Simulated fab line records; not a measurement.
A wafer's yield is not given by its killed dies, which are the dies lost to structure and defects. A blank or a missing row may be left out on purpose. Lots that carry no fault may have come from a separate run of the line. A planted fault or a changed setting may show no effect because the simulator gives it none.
Comparing a struck lot with a sound one || flow sky130 || 16 out of 708 route steps
Sound: the wafers L762.1, L762.5, L762.6. The struck wafers were L770.1, L770.4, L770.6. At the end, the cause is stated.
For every step that has rows: the tool of each side, followed by ch and its chambers, followed by its first start. Under that, the readings that differ: sound wafers || struck wafers || difference of the means || sigmas: that difference in standard deviations of wafers without a fault.
alike: words and numbers the same on both sides, and readings whose means are apart by under 2 such deviations; not compared: readings that were withheld, readings missing a value for some wafer, numbers with overlapping values and no deviation given by the record, and bounds like >300 which may hide the same value.
A row with sigmas, a row that says differs or no value, or rows on one side alone: a step with any of these is where the two part. Numbers that have no deviation but don't overlap get no sigmas and don't part them. A reading that every wafer of one side lacks parts them only if that side has two wafers or more.

first, 8 steps without rows for these wafers: SKY_CONTACT_DEHYDRATE_06 (time 60 s); SKY_CONTACT_HMDS_07 (prime time 60 s); SKY_CONTACT_COAT_08 (resist thk 60 nm); SKY_CONTACT_COAT_09 (resist thk 450 nm); SKY_CONTACT_SOFTBAKE_10 (time 90 s); SKY_CONTACT_EXPOSE_11 (exposes mask CTM1, target cd 170 nm); SKY_CONTACT_PEB_12; SKY_CONTACT_DEVELOP_13 (develop time 60 s).
SKY_CONTACT_CD_MEAS_14 targets a cd of 170 nm.
  sound: cd_sem-02 at day 34 08:01; struck: cd_sem-01 at day 36 10:54
  alike: cd_nm
SKY_CONTACT_OVL_MEAS_15:
  sound: overlay-01 at day 34 08:08; struck: overlay-01 at day 36 11:01
{"reading": "CONTACT_OVL (nm)", "sound": "1 -12 -13", "struck": "8 1 8", "difference": "+14", "sigmas": "+2"}
SKY_CONTACT_ETCH_16: etches BARC in N2/H2, stops on SiO2, time 45.9 s, target depth 60 nm.
  sound on rie_diel-04 ch 1,2, day 34 08:10; struck on rie_diel-04 ch 1,2, day 36 11:03
  alike: bias_w, drypump_motor_current_A, oes_product_au, throttle_valve_pct
  not compared: rf_hours_counter_h
SKY_CONTACT_ETCH_17: etches SiO2 in C4F8/O2/Ar, stops on Si3N4, target depth 340 nm.
  sound on rie_diel-04 ch 1,2, day 34 08:13; struck on rie_diel-04 ch 1,2, day 36 11:06
  alike: bias_w, oes_product_au
SKY_CONTACT_ETCH_18: etches Si3N4 in CHF3/O2, stops on TiN, time 39 s, target depth 75 nm.
  sound on rie_diel-04 ch 1,2, day 34 08:00; struck on rie_diel-04 ch 1,2, day 36 11:00
{"reading": "bias_w (W)", "sound": "199.6 200.5 200.0", "struck": "357.4 357.1 357.0", "difference": "+157.1", "sigmas": "+99 or more"}
{"reading": "model.KrF-thick_of_CONTACT_COAT_09.thk_nm (nm)", "sound": "242.8 241.8 239.1", "struck": "225.3 225.4 225", "difference": -16.0, "sigmas": ""}
{"reading": "model.TiN_of_LOCAL_INTERCONNECT_SPUTTER_00.thk_nm (nm)", "sound": "99.6 99.62 100.1", "struck": "99.06 98.62 98.32", "difference": -1.11, "sigmas": ""}
  alike: drypump_motor_current_A, oes_product_au, throttle_valve_pct
  not compared: rf_hours_counter_h
SKY_CONTACT_STRIP_19: strips in O2/N2.
  sound on plasma_asher-02 ch 0,1, day 34 08:18; struck on plasma_asher-02 ch 0,1, day 36 11:11
{"reading": "strip_time_to_endpoint_s (s)", "sound": "3.623 3.610 3.587", "struck": "3.437 3.424 3.426", "difference": -0.178, "sigmas": -7}
  alike: drypump_motor_current_A, oes_product_au
  not compared: rf_hours_counter_h
then, 1 step without rows for these wafers: SKY_CONTACT_STRIP_20 (strips in post etch residue remover, time 1200 s).
SKY_PAD_OPEN_PROBE_99:
  the record has rows for the sound wafers here (prober-02, day 47 21:57) and none for the struck ones

== WHERE THEY PART ==
First at SKY_CONTACT_OVL_MEAS_15; last, within this record, at SKY_PAD_OPEN_PROBE_99.

WHY: what the simulator had put in
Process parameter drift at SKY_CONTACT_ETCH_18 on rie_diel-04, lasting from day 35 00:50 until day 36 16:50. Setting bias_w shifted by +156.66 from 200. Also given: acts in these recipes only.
